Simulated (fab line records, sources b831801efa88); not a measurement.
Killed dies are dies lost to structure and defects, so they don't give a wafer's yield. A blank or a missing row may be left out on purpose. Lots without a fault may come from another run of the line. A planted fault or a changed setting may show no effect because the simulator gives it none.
fab line records | flow sky130
record lots=5 wafers=15 last_day=49
route steps=708 shown DNWELL@37 PWDE@45 NWELL@56
lots that met no fault: from a run of the same line without faults
start_h: hours from the record's first day to the start of the lot's first wafer shown | wait_h: hours since the lot's step before | " the same as in the row above | L1.1+2: a row that stands for several wafers | - no value, or no start given | * or withheld: withheld | < > ~ a bound
route shown NAME@n: a module of which the file shows steps, and the number in the route of the first | usual: mean/standard deviation of fault-free wafers | same: alike in all rows | chamber/n: place in a boat | sites: the reading at each site | _std_site: their standard deviation | _edge_site: outer sites' mean less inner sites' | radius_mm: how far each site lies from the wafer's centre | mask NAME#n: copy n | behind: the tool/chamber that last shaped the wafer | hold: why the lot was held/for how many hours/how that ended | device: the transistor (n, p or np) that didn't switch | end of line: the same wafers' tests at the end of the route | a step without rows: its recipe alone | killed: dies lost to structure and defects at the first sort, not the wafer's yield | map: a wafer's dies, x killed, . not, _ none there
set.NAME: the setting as run; set.NAME@STEP: as run at that earlier step | model.NAME: the simulator's own value behind a step, which no gauge read
lots at some steps of the route; a table a step, a row a wafer
services: from which hour (start_h, from the record's first day; less than 0 if before it) a tool's chamber was out of use, for how many hours, and why
## steps
# step SKY_DNWELL_COAT_02
# recipe spin_rpm=2000 resist_thk_nm=3000
# step SKY_DNWELL_SOFTBAKE_03
# recipe temp_c=110 time_s=withheld
# step SKY_DNWELL_EXPOSE_04
# recipe mask_id=DNM na=0.57 target_cd_nm=3000 dose_mj=222
# step SKY_DNWELL_PEB_05
# recipe temp_c=115 time_s=withheld
# step SKY_DNWELL_DEVELOP_06
# recipe wall_angle_deg=90 developer=TMAH develop_time_s=60 dev_temp_c=23
# step SKY_DNWELL_IMPLANT_07
# recipe species=P energy_kev=withheld dose_cm2=withheld tilt_deg=withheld
# step SKY_DNWELL_STRIP_08
# recipe chemistry=O2/N2 power_w=1400 pressure_mtorr=1500 platen_temp_c=withheld o2_flow_sccm=3000 n2_flow_sccm=300 overash_fraction=0.5
# usual drypump_motor_current_A=5.5/0.59 o2_flow_sccm=3000/9 oes_product_au=0.723/0.0048 strip_time_to_endpoint_s=36.92/0.12
# columns lot.wafer tool chamber start_h wait_h drypump_motor_current_A o2_flow_sccm oes_product_au rf_hours_counter_h strip_time_to_endpoint_s
L358.1 plasma_asher-02 0 54.83 0.1 5.8 2991 0.718 36 36.67
L358.3 " 1 " " 5.0 2993 0.721 - 36.68
L358.6 " 1 " " 5.0 2991 0.719 - 36.83
L364.2 plasma_asher-04 1 87.16 0.1 4.8 2996 0.733 28 36.83
L364.3 " 1 " " 4.8 2986 0.721 - 36.89
L364.6 " 1 " " 4.8 3000 0.731 - 36.88
L368.1 plasma_asher-04 0 106.41 0.1 6.2 3007 0.720 30 37.06
L368.2 " 1 " " 4.8 3003 0.720 30 37.01
L368.6 " 0 " " 6.2 3029 0.715 - 37.19
L373.1 plasma_asher-04 1 134.16 0.1 4.8 2984 0.716 33 36.97
L373.2 " 0 " " 6.2 3020 0.722 33 36.94
L373.4 " 0 " " 6.2 3016 0.720 - 36.89
L376.2 plasma_asher-02 1 152.41 0.1 5.0 2991 0.719 46 36.83
L376.3 " 0 " " 5.9 3008 0.718 - 36.81
L376.6 " 1 " " 5.0 3005 0.717 - 36.74
# step SKY_DNWELL_TW_MEAS_09
# usual DNWELL_TW=1118/6.7
# columns lot.wafer tool chamber start_h wait_h DNWELL_TW
L358.1 film_metro-04 - 54.93 0.1 1125
L358.3 " - " " 1111
L358.6 " - " " 1121
L364.2 film_metro-02 - 87.27 0.1 1114
L364.3 " - " " 1120
L364.6 " - " " 1117
L368.1 film_metro-01 - 106.51 0.1 1126
L368.2 " - " " 1128
L368.6 " - " " 1122
L373.1 film_metro-02 - 134.26 0.1 1114
L373.2 " - " " 1109
L373.4 " - " " 1117
L376.2 film_metro-04 - 152.52 0.1 1116
L376.3 " - " " 1111
L376.6 " - " " 1117
# step SKY_PWDE_DEHYDRATE_00
# recipe temp_c=200 time_s=60
# step SKY_PWDE_HMDS_01
# recipe prime_time_s=60 prime_temp_c=120
# step SKY_PWDE_COAT_02
# recipe spin_rpm=2000 resist_thk_nm=3000
# step SKY_PWDE_SOFTBAKE_03
# recipe temp_c=110 time_s=withheld
# step SKY_PWDE_EXPOSE_04
# recipe mask_id=PWDEM na=0.6 source_shape=conventional sigma_outer=0.6 polarization=unpolarized target_cd_nm=840 dose_mj=214
# columns lot.wafer tool chamber start_h wait_h mask
L358.1+3+6 iline_stepper-01 0 62.66 - PWDEM#0
L364.2+3+6 iline_stepper-02 0 95.78 - PWDEM#0
L368.1+2+6 iline_stepper-02 0 114.93 - PWDEM#0
L373.1+2+4 iline_stepper-01 0 143.88 - DNM#0
L376.2+3+6 iline_stepper-02 0 162.58 - PWDEM#0
# step SKY_PWDE_PEB_05
# recipe temp_c=115 time_s=withheld
# step SKY_PWDE_DEVELOP_06
# recipe wall_angle_deg=90 developer=TMAH develop_time_s=60 dev_temp_c=23
# step SKY_PWDE_OVL_MEAS_07
# usual PWDE_OVL=-1.0/1.3
# columns lot.wafer tool chamber start_h wait_h PWDE_OVL[nm]
L358.1 overlay-02 - 70.18 - -3.3
L358.3 " - " " -0.2
L358.6 " - " " -1.5
L364.2 overlay-01 - 103.99 - -3.3
L364.3 " - " " -5.0
L364.6 " - " " -3.5
L368.1 overlay-02 - 124.01 - 1.2
L368.2 " - " " 0.8
L368.6 " - " " -0.1
L373.1 overlay-01 - 154.01 - -
L373.2 " - " " -
L373.4 " - " " -
L376.2 overlay-02 - 172.54 - -0.3
L376.3 " - " " -0.1
L376.6 " - " " 0.7
# step SKY_PWDE_IMPLANT_08
# recipe species=B energy_kev=150 dose_cm2=3.6e+12 tilt_deg=withheld
# step SKY_PWDE_STRIP_09
# recipe chemistry=O2/N2 power_w=1400 pressure_mtorr=1500 platen_temp_c=withheld o2_flow_sccm=3000 n2_flow_sccm=300 overash_fraction=0.5
# usual drypump_motor_current_A=5.6/0.42 o2_flow_sccm=3002/9.1 oes_product_au=0.722/0.0047 strip_time_to_endpoint_s=36.93/0.11
# columns lot.wafer tool chamber start_h wait_h drypump_motor_current_A o2_flow_sccm oes_product_au rf_hours_counter_h strip_time_to_endpoint_s
L358.1 plasma_asher-01 1 70.37 0.1 5.6 2988 0.720 36 37.04
L358.3 " 0 " " 5.7 2984 0.713 - 36.97
L358.6 " 0 " " 5.7 3001 0.732 - 36.94
L364.2 plasma_asher-01 0 104.17 0.1 5.7 3010 0.726 39 36.82
L364.3 " 0 " " 5.7 2991 0.722 - 36.84
L364.6 " 1 " " 5.6 3008 0.720 - 36.90
L368.1 plasma_asher-02 0 124.20 0.1 5.9 3008 0.726 44 36.84
L368.2 " 1 " " 5.0 3026 0.717 44 36.87
L368.6 " 0 " " 5.9 2993 0.727 - 36.84
L373.1 plasma_asher-01 1 154.19 0.1 5.6 2988 0.718 4 37.03
L373.2 " 0 " " 5.7 3008 0.717 4 37.05
L373.4 " 0 " " 5.7 2994 0.725 - 37.01
L376.2 plasma_asher-01 1 172.72 0.1 5.6 3011 0.728 5 36.91
L376.3 " 1 " " 5.6 3019 0.719 - 37.01
L376.6 " 0 " " 5.7 3001 0.720 - 36.89
# step SKY_PWDE_TW_MEAS_10
# usual PWDE_TW=376.4/1.9
# columns lot.wafer tool chamber start_h wait_h PWDE_TW
L358.1 film_metro-04 - 70.47 0.1 377.6
L358.3 " - " " 378.0
L358.6 " - " " 378.6
L364.2 film_metro-04 - 104.28 0.1 374.4
L364.3 " - " " 376.1
L364.6 " - " " 375.6
L368.1 film_metro-01 - 124.30 0.1 379.4
L368.2 " - " " 378.0
L368.6 " - " " 378.1
L373.1 film_metro-01 - 154.29 0.1 30.4
L373.2 " - " " 30.4
L373.4 " - " " 30.3
L376.2 film_metro-04 - 172.83 0.1 377.0
L376.3 " - " " 376.4
L376.6 " - " " 376.9
# step SKY_NWELL_DEHYDRATE_03
# recipe temp_c=200 time_s=60
## services
# columns tool chamber start_h hours kind
plasma_asher-01 - 52.55 5.4 repair
plasma_asher-04 - 60.40 0.4 repair
plasma_asher-01 - 64.43 1.3 repair
plasma_asher-01 - 82.22 0.8 repair
plasma_asher-01 - 89.06 1.5 repair
plasma_asher-01 - 100.36 2.8 pm
plasma_asher-01 - 108.75 9.0 pm
plasma_asher-01 0 108.75 9.0 vent_cycle
plasma_asher-01 1 108.75 9.0 vent_cycle
plasma_asher-01 0 117.75 - clean
plasma_asher-01 1 117.75 - clean
iline_stepper-01 - 134.51 1.7 pm
iline_stepper-02 - 153.25 4.4 pm
iline_stepper-02 - 157.69 1.7 pm
## key
first_sign step=SKY_PWDE_EXPOSE_04 reading=mask direction=changed
effect step=SKY_PWDE_OVL_MEAS_07 reading=PWDE_OVL direction=missing
effect step=SKY_PWDE_TW_MEAS_10 reading=PWDE_TW direction=down sigmas=99+ usual=376.4 struck=30.4
met_at SKY_PWDE_EXPOSE_04
struck_wafers L373.1,L373.2,L373.4
sort_left_out L373.1,L373.2,L373.4
tester_left_out L373
onset_between 62.66 143.88
fault kind=wrong_mask tool=any chamber=- onset_h=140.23 steps=SKY_PWDE_EXPOSE_04 aux_copy=DNM#0 scope=struck_lots_only
# tester_left_out: of these lots the tester's yield and bins aren't shown, on N5 and GAA mostly nor the transistor test; their killed dies are dies lost to structure and defects alone, not to doping, threshold or leakage, so they don't give the yield
# sort_left_out: the simulated sort isn't trusted on such a fault, so these wafers' sort isn't shown, and their yield isn't known
